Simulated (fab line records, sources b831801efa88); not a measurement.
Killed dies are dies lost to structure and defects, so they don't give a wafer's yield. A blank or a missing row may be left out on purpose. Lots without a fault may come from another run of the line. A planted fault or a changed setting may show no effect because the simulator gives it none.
fab line records | flow gf180mcu
record lots=7 wafers=19 last_day=34
route steps=602 shown SAB@268 SALICIDE@278 PASSIVATION@602
lots that met no fault: from a run of the same line without faults
start_h: hours from the record's first day to the start of the lot's first wafer shown | wait_h: hours since the lot's step before | " the same as in the row above | L1.1+2: a row that stands for several wafers | - no value, or no start given | * or withheld: withheld | < > ~ a bound
route shown NAME@n: a module of which the file shows steps, and the number in the route of the first | usual: mean/standard deviation of fault-free wafers | same: alike in all rows | chamber/n: place in a boat | sites: the reading at each site | _std_site: their standard deviation | _edge_site: outer sites' mean less inner sites' | radius_mm: how far each site lies from the wafer's centre | mask NAME#n: copy n | behind: the tool/chamber that last shaped the wafer | hold: why the lot was held/for how many hours/how that ended | device: the transistor (n, p or np) that didn't switch | end of line: the same wafers' tests at the end of the route | a step without rows: its recipe alone | killed: dies lost to structure and defects at the first sort, not the wafer's yield | map: a wafer's dies, x killed, . not, _ none there
set.NAME: the setting as run; set.NAME@STEP: as run at that earlier step | model.NAME: the simulator's own value behind a step, which no gauge read
lots at some steps of the route; a table a step, a row a wafer
services: from which hour (start_h, from the record's first day; less than 0 if before it) a tool's chamber was out of use, for how many hours, and why
## steps
# step GF_SAB_COAT_04
# recipe resist=NOVOLAK spin_rpm=3000 resist_thk_nm=1000
# step GF_SAB_SOFTBAKE_05
# recipe temp_c=90 time_s=60 resist=NOVOLAK
# step GF_SAB_EXPOSE_06
# recipe mask_id=SAB target_cd_nm=420 na=0.6 source_shape=conventional sigma_outer=0.6 dose_mj=140
# step GF_SAB_PEB_07
# recipe temp_c=withheld time_s=* resist=NOVOLAK
# step GF_SAB_DEVELOP_08
# recipe develop_time_s=60 dev_temp_c=23
# step GF_SAB_CD_MEAS_09
# recipe target_cd_nm=420
# usual cd_nm=420.6/2.3
# columns lot.wafer tool chamber start_h wait_h cd_nm
L816.1 cd_sem-02 - 344.68 0.1 417.9
L816.2 " - " " 415.7
L816.6 " - " " 420.2
L818.2 cd_sem-02 - 359.68 0.1 424.6
L818.3 " - " " 426.1
L818.4 " - " " 424.4
L823.2 cd_sem-02 - 407.65 0.1 417.0
L823.5 " - " " 418.3
L823.6 " - " " 421.3
L831.2 cd_sem-01 - 478.25 0.1 421.4
L831.5 " - " " 420.1
L832.1 cd_sem-01 - 490.16 0.1 421.2
L832.2 " - " " 420.7
L832.3 " - " " 420.6
L833.5 cd_sem-02 - 493.39 0.1 425.2
L833.6 " - " " 423.8
L838.1 cd_sem-01 - 537.18 0.1 416.0
L838.4 " - " " 416.2
L838.5 " - " " 417.4
# step GF_SAB_OVL_MEAS_10
# usual SAB_OVL=-1.5/1.2
# columns lot.wafer tool chamber start_h wait_h SAB_OVL[nm]
L816.1 overlay-02 - 344.80 0.1 -2.3
L816.2 " - " " -0.5
L816.6 " - " " -2.4
L818.2 overlay-02 - 359.79 0.1 -1.5
L818.3 " - " " -1.1
L818.4 " - " " -3.6
L823.2 overlay-01 - 407.76 0.1 -1.0
L823.5 " - " " -1.3
L823.6 " - " " -1.9
L831.2 overlay-02 - 478.35 0.1 -1.5
L831.5 " - " " -1.7
L832.1 overlay-02 - 490.28 0.1 0.2
L832.2 " - " " -1.1
L832.3 " - " " -0.8
L833.5 overlay-02 - 493.45 0.0 -0.1
L833.6 " - " " 0.5
L838.1 overlay-02 - 537.30 0.1 -3.3
L838.4 " - " " -2.8
L838.5 " - " " -4.7
# step GF_SAB_ETCH_11
# recipe chemistry=C4F8/O2/Ar mask_material=NOVOLAK target=SiO2 target_depth_nm=55 source_w=1500 bias_w=1200 pressure_mtorr=40 c4f8_flow_sccm=withheld O2_flow_sccm=6 Ar_flow_sccm=300 time_s=8.5
# usual oes_product_au=1.000/0.0096
# columns lot.wafer tool chamber start_h wait_h oes_product_au rf_hours_counter_h
L816.1 rie_diel-02 0 344.84 0.0 1.012 7
L816.2 " 2 " " 0.995 0
L816.6 " 1 " " 0.987 -
L818.2 rie_diel-02 2 359.82 0.0 0.998 1
L818.3 " 3 " " 0.984 115
L818.4 " 0 " " 1.005 7
L823.2 rie_diel-04 2 407.79 0.0 0.994 42
L823.5 " 2 " " 1.001 -
L823.6 " 1 " " 1.000 -
L831.2 rie_diel-01 3 478.38 0.0 1.010 19
L831.5 " 0 " " 1.006 -
L832.1 rie_diel-04 2 490.32 0.0 0.999 44
L832.2 " 3 " " 1.000 19
L832.3 " 1 " " 0.991 13
L833.5 rie_diel-04 3 493.48 0.0 0.997 -
L833.6 " 0 " " 0.991 -
L838.1 rie_diel-04 1 537.33 0.0 0.999 14
L838.4 " 3 " " 0.996 20
L838.5 " 1 " " 1.006 -
# step GF_SAB_WET_ETCH_12
# recipe chemistry=dHF target_depth_nm=22 dry=n2_spin target=SiO2 temp_c=25 dilution=100:1 time_s=440
# step GF_SAB_STRIP_13
# recipe chemistry=O2/N2 power_w=1400 pressure_mtorr=1500 platen_temp_c=250 o2_flow_sccm=3000 n2_flow_sccm=300 overash_fraction=0.5
# usual drypump_motor_current_A=5.7/0.58 heater_power_w=317/57 oes_product_au=0.710/0.0038 strip_time_to_endpoint_s=12.62/0.037
# columns lot.wafer tool chamber start_h wait_h drypump_motor_current_A heater_power_w oes_product_au rf_hours_counter_h strip_time_to_endpoint_s
L816.1 plasma_asher-03 0 344.99 0.0 6.0 449 0.714 74 12.58
L816.2 " 1 " " 6.5 333 0.712 74 12.57
L816.6 " 0 " " 5.9 450 0.713 - 12.60
L818.2 plasma_asher-03 0 359.97 0.0 6.0 459 0.709 75 12.57
L818.3 " 1 " " 6.5 334 0.716 - 12.60
L818.4 " 0 " " 5.9 434 0.708 - 12.62
L823.2 plasma_asher-01 0 407.94 0.0 5.6 270 0.701 75 12.65
L823.5 " 0 " " 5.6 276 0.708 - 12.66
L823.6 " 1 " " 4.9 297 0.708 - 12.63
L831.2 plasma_asher-03 1 478.54 0.0 6.5 339 0.710 89 12.66
L831.5 " 0 " " 5.9 440 0.711 - 12.63
L832.1 plasma_asher-01 1 490.47 0.0 4.9 288 0.709 6 12.63
L832.2 " 0 " " 5.6 272 0.714 6 12.61
L832.3 " 0 " " 5.5 276 0.714 - 12.63
L833.5 plasma_asher-01 0 493.70 0.1 5.5 270 0.707 - 12.67
L833.6 " 1 " " 4.9 293 0.706 - 12.61
L838.1 plasma_asher-01 0 537.48 0.0 5.6 271 0.708 11 12.57
L838.4 " 0 " " 5.6 275 0.712 - 12.56
L838.5 " 0 " " 5.5 270 0.713 - 12.57
# step GF_SALICIDE_CLEAN_00
# recipe chemistry=SC1/SC2 mix=1:4:20 temp_c=70 time_s=150
# step GF_SALICIDE_WET_ETCH_01
# recipe chemistry=dHF target_depth_nm=5 dry=ipa_marangoni target=SiO2 temp_c=25 dilution=100:1 time_s=100
# step GF_SALICIDE_SPUTTER_02
# recipe material=Co target_thk_nm=10 power_w=1000 time_s=20 chamber_pressure_pa=0.4
# usual throttle_valve_pct=29.8/0.92
# columns lot.wafer tool chamber start_h wait_h throttle_valve_pct model.Co_of_SALICIDE_SPUTTER_02.thk_nm
L816.1 pvd_sputter-01 - 345.17 0.0 30.2 10.05
L816.2 " - " " 28.5 9.982
L816.6 " - " " 30.1 10.1
L818.2 pvd_sputter-01 - 360.16 0.0 30.0 9.943
L818.3 " - " " 31.5 9.952
L818.4 " - " " 29.9 9.943
L823.2 pvd_sputter-04 - 408.12 0.0 31.4 9.78
L823.5 " - " " 29.7 9.739
L823.6 " - " " 29.0 9.686
L831.2 pvd_sputter-04 - 478.73 0.0 29.1 9.362
L831.5 " - " " 29.6 9.668
L832.1 pvd_sputter-04 - 490.65 0.0 29.8 9.9
L832.2 " - " " 29.1 9.19
L832.3 " - " " 31.0 9.993
L833.5 pvd_sputter-04 - 493.83 0.0 29.9 9.467
L833.6 " - " " 29.0 10.16
L838.1 pvd_sputter-01 - 537.67 0.0 31.1 10.05
L838.4 " - " " 30.1 10.13
L838.5 " - " " 29.9 10.12
# step GF_SALICIDE_SPUTTER_03
# recipe material=TiN target_thk_nm=20 power_w=6500 time_s=16.7 chamber_pressure_pa=0.4
# usual throttle_valve_pct=29.9/0.95
# columns lot.wafer tool chamber start_h wait_h throttle_valve_pct
L816.1 pvd_sputter-01 - 345.20 0.0 30.0
L816.2 " - " " 28.6
L816.6 " - " " 30.2
L818.2 pvd_sputter-01 - 360.18 0.0 30.0
L818.3 " - " " 31.5
L818.4 " - " " 30.0
L823.2 pvd_sputter-04 - 408.15 0.0 31.5
L823.5 " - " " 29.6
L823.6 " - " " 29.1
L831.2 pvd_sputter-04 - 478.75 0.0 28.6
L831.5 " - " " 30.0
L832.1 pvd_sputter-04 - 490.68 0.0 29.7
L832.2 " - " " 29.3
L832.3 " - " " 31.6
L833.5 pvd_sputter-04 - 493.86 0.0 29.8
L833.6 " - " " 29.2
L838.1 pvd_sputter-01 - 537.70 0.0 31.3
L838.4 " - " " 30.1
L838.5 " - " " 30.0
# step GF_SALICIDE_RS_MEAS_04
# recipe thk_meas_gauge=four-point-probe reads=TiN_of_SALICIDE_SPUTTER_03+Co_of_SALICIDE_SPUTTER_02
# usual SALICIDE_TIN_RS=16.34/0.29
# columns lot.wafer tool chamber start_h wait_h SALICIDE_TIN_RS[ohm/sq]
L816.1 film_metro-02 - 345.23 0.0 16.21
L816.2 " - " " 16.48
L816.6 " - " " 16.06
L818.2 film_metro-04 - 360.23 0.0 16.38
L818.3 " - " " 16.40
L818.4 " - " " 16.48
L823.2 film_metro-02 - 408.20 0.0 16.63
L823.5 " - " " 16.70
L823.6 " - " " 16.78
L831.2 film_metro-02 - 478.80 0.0 17.43
L831.5 " - " " 16.89
L832.1 film_metro-01 - 490.71 0.0 16.53
L832.2 " - " " 17.84
L832.3 " - " " 16.40
L833.5 film_metro-02 - 493.95 0.1 17.25
L833.6 " - " " 16.04
L838.1 film_metro-02 - 537.72 0.0 16.15
L838.4 " - " " 16.03
L838.5 " - " " 16.05
# step GF_SALICIDE_THK_MEAS_05
# recipe thk_meas_gauge=xrf reads=TiN_of_SALICIDE_SPUTTER_03
# usual SALICIDE_TIN_THK=20.10/0.21
# columns lot.wafer tool chamber start_h wait_h SALICIDE_TIN_THK[nm]
L816.1 film_metro-02 - 345.35 0.1 20.15
L816.2 " - " " 19.96
L816.6 " - " " 20.23
L818.2 film_metro-04 - 360.34 0.1 20.60
L818.3 " - " " 20.38
L818.4 " - " " 20.19
L823.2 film_metro-02 - 408.31 0.1 20.47
L823.5 " - " " 20.37
L823.6 " - " " 20.35
L831.2 film_metro-02 - 478.91 0.1 20.18
L831.5 " - " " 20.23
L832.1 film_metro-01 - 490.83 0.1 20.10
L832.2 " - " " 19.85
L832.3 " - " " 19.84
L833.5 film_metro-02 - 494.03 0.1 20.17
L833.6 " - " " 20.13
L838.1 film_metro-02 - 537.84 0.1 20.04
L838.4 " - " " 20.09
L838.5 " - " " 19.95
# step GF_PASSIVATION_PROBE_99
# columns lot.wafer tool chamber start_h wait_h model.etest.contact_pplus.end_ohm_um model.etest.pplus_sal.line_ohm_um model.etest.ppoly_sal.line_ohm_um model.etest.npoly_sal.line_ohm_um model.etest.nplus_sal.line_ohm_um model.etest.ppoly_sal.rs_ohm_sq model.etest.npoly_sal.rs_ohm_sq model.etest.pplus_sal_6v.rs_ohm_sq
L816.1 prober-02 - 678.58 0.1 63.75 34.33 28.41 28.34 30.88 7.285 7.254 6.961
L816.2 prober-02 - 678.63 0.1 63.14 35.56 28.46 28.07 31.39 7.293 7.29 7.027
L816.6 prober-02 - 678.83 0.2 63.68 34.66 28.3 28.32 31.2 7.228 7.198 6.923
L818.2 prober-02 - 695.59 0.1 62.04 36.24 28.45 28.17 32.34 7.349 7.317 7.026
L818.3 prober-02 - 695.64 0.2 61.91 35.78 28.17 28.27 31.94 7.301 7.361 7.037
L818.4 prober-02 - 695.69 0.2 61.22 35.77 28.61 28.15 32.03 7.345 7.362 7.063
L823.2 prober-01 - 727.83 0.1 61.86 35.72 28.89 28.87 32.24 7.522 7.481 7.214
L823.5 prober-01 - 727.98 0.2 62.52 35.94 29.51 29.03 31.93 7.583 7.569 7.252
L823.6 prober-01 - 728.03 0.2 62.7 36.37 29.31 29.08 32.22 7.567 7.637 7.234
L831.2 prober-01 - 778.21 0.1 58.84 37.62 29.96 30.19 33.95 7.919 7.904 7.539
L831.5 prober-01 - 778.36 0.2 59.71 36.7 29.38 28.97 32.51 7.609 7.588 7.218
L832.1 prober-02 - 787.58 0.1 62.08 35.12 28.04 28.21 31.4 7.371 7.385 7.073
L832.2 prober-02 - 787.63 0.1 57.69 38.9 31.3 30.62 33.74 8.143 8.093 7.782
L832.3 prober-02 - 787.68 0.2 62.6 34.95 27.79 28.16 31.25 7.263 7.301 7.01
L833.5+6 prober-01 - 789.20 0.2 - - - - - - - -
L838.1 prober-02 - 817.22 0.1 64.37 35.15 27.56 27.66 30.73 7.239 7.253 6.959
L838.4 prober-02 - 817.37 0.2 64.95 34.06 27.52 27.81 30.24 7.151 7.162 6.942
L838.5 prober-02 - 817.42 0.2 65.79 34.5 28.32 27.66 30.74 7.24 7.247 6.915
# killed by level:class
L816.1 V2:geometric_particle:short=5 M3:geometric_particle:short=4 V5:geometric_particle:open=4 STI:geometric_particle:short=3 V3:geometric_particle:open=3 V3:geometric_particle:short=3 STI:geometric_particle:open=2 CONTACT:geometric_particle:open=2
L816.2 STI:geometric_particle:open=5 CONTACT:geometric_particle:open=4 V1:geometric_particle:short=4 V3:geometric_particle:short=3 V1:geometric_particle:open=3 V2:geometric_particle:open=3 V4:geometric_particle:short=3 V5:geometric_particle:open=3
L816.6 CONTACT:geometric_particle:open=6 V5:geometric_particle:open=5 M3:geometric_particle:short=3 V3:geometric_particle:open=3 V4:geometric_particle:open=3 V5:geometric_particle:short=3 STI:geometric_particle:open=2 CONTACT:geometric_particle:short=2
L818.2 V5:geometric_particle:open=6 STI:geometric_particle:short=5 V4:geometric_particle:open=5 V3:geometric_particle:open=4 V1:geometric_particle:open=4 V3:geometric_particle:short=4 V1:geometric_particle:short=3 M5:geometric_particle:short=3
L818.3 V5:geometric_particle:open=8 STI:geometric_particle:open=4 CONTACT:geometric_particle:short=4 V3:geometric_particle:open=4 STI:geometric_particle:short=3 V1:geometric_particle:open=3 CONTACT:geometric_particle:open=3 V2:geometric_particle:short=3
L818.4 V3:geometric_particle:open=7 CONTACT:geometric_particle:open=6 V5:geometric_particle:short=5 V2:geometric_particle:open=4 STI:geometric_particle:short=3 STI:geometric_particle:open=3 V4:geometric_particle:open=3 V5:geometric_particle:open=3
L823.2 V1:geometric_particle:open=6 CONTACT:geometric_particle:open=5 V2:geometric_particle:open=5 V5:geometric_particle:open=5 V3:geometric_particle:open=3 M1:geometric_particle:short=2 V2:geometric_particle:short=2 V4:geometric_particle:open=2
L823.5 CONTACT:geometric_particle:short=5 STI:geometric_particle:open=3 POLY_GATE:geometric_particle:open=3 CONTACT:geometric_particle:open=3 M2:geometric_particle:short=3 V2:geometric_particle:open=3 V3:geometric_particle:open=3 POLY_GATE:geometric_particle:short=2
L823.6 V5:geometric_particle:open=8 CONTACT:geometric_particle:open=4 V1:geometric_particle:open=4 V4:geometric_particle:open=4 STI:geometric_particle:short=2 V2:geometric_particle:open=2 V3:geometric_particle:open=2 V4:geometric_particle:short=2
L831.2 CONTACT:geometric_particle:open=6 V5:geometric_particle:open=6 V3:geometric_particle:open=6 V5:geometric_particle:short=4 M1:geometric_particle:short=3 M2:geometric_particle:short=3 V2:geometric_particle:short=3 M5:geometric_particle:short=3
L831.5 V2:geometric_particle:short=8 V4:geometric_particle:open=6 V1:geometric_particle:open=5 V2:geometric_particle:open=4 V5:geometric_particle:open=4 STI:geometric_particle:open=2 POLY_GATE:geometric_particle:short=2 CONTACT:geometric_particle:short=2
L832.1 STI:geometric_particle:open=4 V1:geometric_particle:short=3 M2:geometric_particle:short=3 STI:geometric_particle:short=2 M1:geometric_particle:short=2 V2:geometric_particle:open=2 V3:geometric_particle:open=2 V5:geometric_particle:open=2
L832.2 M4:geometric_particle:short=4 STI:geometric_particle:short=3 CONTACT:geometric_particle:open=3 V1:geometric_particle:open=3 V2:geometric_particle:open=3 V2:geometric_particle:short=3 M3:geometric_particle:short=3 V4:geometric_particle:open=3
L832.3 V5:geometric_particle:short=5 CONTACT:geometric_particle:short=4 STI:geometric_particle:open=3 CONTACT:geometric_particle:open=3 V1:geometric_particle:open=3 M4:geometric_particle:short=3 V4:geometric_particle:short=3 V5:geometric_particle:open=3
L838.1 CONTACT:geometric_particle:open=8 V3:geometric_particle:open=5 V4:geometric_particle:open=5 STI:geometric_particle:short=3 HV_LDD:geometric_particle:open=3 STI:geometric_particle:open=2 M1:geometric_particle:short=2 V2:geometric_particle:short=2
L838.4 V2:geometric_particle:open=7 V1:geometric_particle:open=6 V3:geometric_particle:open=5 V5:geometric_particle:open=5 CONTACT:geometric_particle:open=4 M4:geometric_particle:short=3 M1:geometric_particle:short=2 V3:geometric_particle:short=2
L838.5 V3:geometric_particle:open=6 CONTACT:geometric_particle:open=5 V5:geometric_particle:open=4 CONTACT:geometric_particle:short=3 M2:geometric_particle:short=3 V2:geometric_particle:open=3 V3:geometric_particle:short=3 V4:geometric_particle:open=3
## services
# columns tool chamber start_h hours kind
pvd_sputter-04 0 330.45 - consumable_replace:kit
pvd_sputter-04 0 330.45 18.0 scheduled_down
pvd_sputter-04 0 330.45 18.0 vent_cycle
plasma_asher-01 - 332.62 1.2 repair
pvd_sputter-01 - 333.04 0.6 repair
rie_diel-04 - 334.25 14.6 pm
rie_diel-04 2 355.50 14.1 repair
rie_diel-01 - 357.50 15.6 pm
rie_diel-04 0 357.58 10.2 repair
rie_diel-04 - 367.58 0.3 repair
pvd_sputter-01 - 379.76 8.3 repair
pvd_sputter-01 - 382.13 4.6 repair
plasma_asher-01 - 397.34 2.8 pm
rie_diel-04 0 405.46 - clean
rie_diel-01 - 414.23 28.1 pm
plasma_asher-01 - 421.25 9.0 pm
pvd_sputter-01 0 423.19 - consumable_replace:kit
pvd_sputter-01 0 423.19 18.0 scheduled_down
pvd_sputter-01 0 423.19 18.0 vent_cycle
pvd_sputter-01 - 426.78 1.5 repair
rie_diel-04 3 432.63 1.8 repair
pvd_sputter-01 - 473.34 8.7 repair
rie_diel-01 2 494.70 10.0 repair
plasma_asher-03 - 524.06 2.4 repair
## key
first_sign step=GF_SALICIDE_RS_MEAS_04 reading=SALICIDE_TIN_RS direction=up sigmas=3.5 usual=16.34 struck=17.35
effect none on later readings
model_effect step=GF_SALICIDE_SPUTTER_02 value=Co_of_SALICIDE_SPUTTER_02.thk_nm without=10.07 struck=9.422
model_effect step=GF_PASSIVATION_PROBE_99 value=etest.contact_pplus.end_ohm_um without=61.96 struck=58.75
met_at GF_SALICIDE_SPUTTER_02
struck_wafers L831.2,L831.5,L832.2,L833.5
sort_left_out L833.5
tester_left_out L831,L832,L833
onset_between 408.12 478.73
fault kind=process_parameter_drift tool=pvd_sputter-04 chamber=- onset_h=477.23 steps=GF_SALICIDE_SPUTTER_02 channel=target_thk_nm offset=-0.64678 shape=step end_h=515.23 scope=struck_wafers_only acts_in=these_recipes_only stated=10
# tester_left_out: of these lots the tester's yield and bins aren't shown, on N5 and GAA mostly nor the transistor test; their killed dies are dies lost to structure and defects alone, not to doping, threshold or leakage, so they don't give the yield
# sort_left_out: the simulated sort isn't trusted on such a fault, so these wafers' sort isn't shown, and their yield isn't known
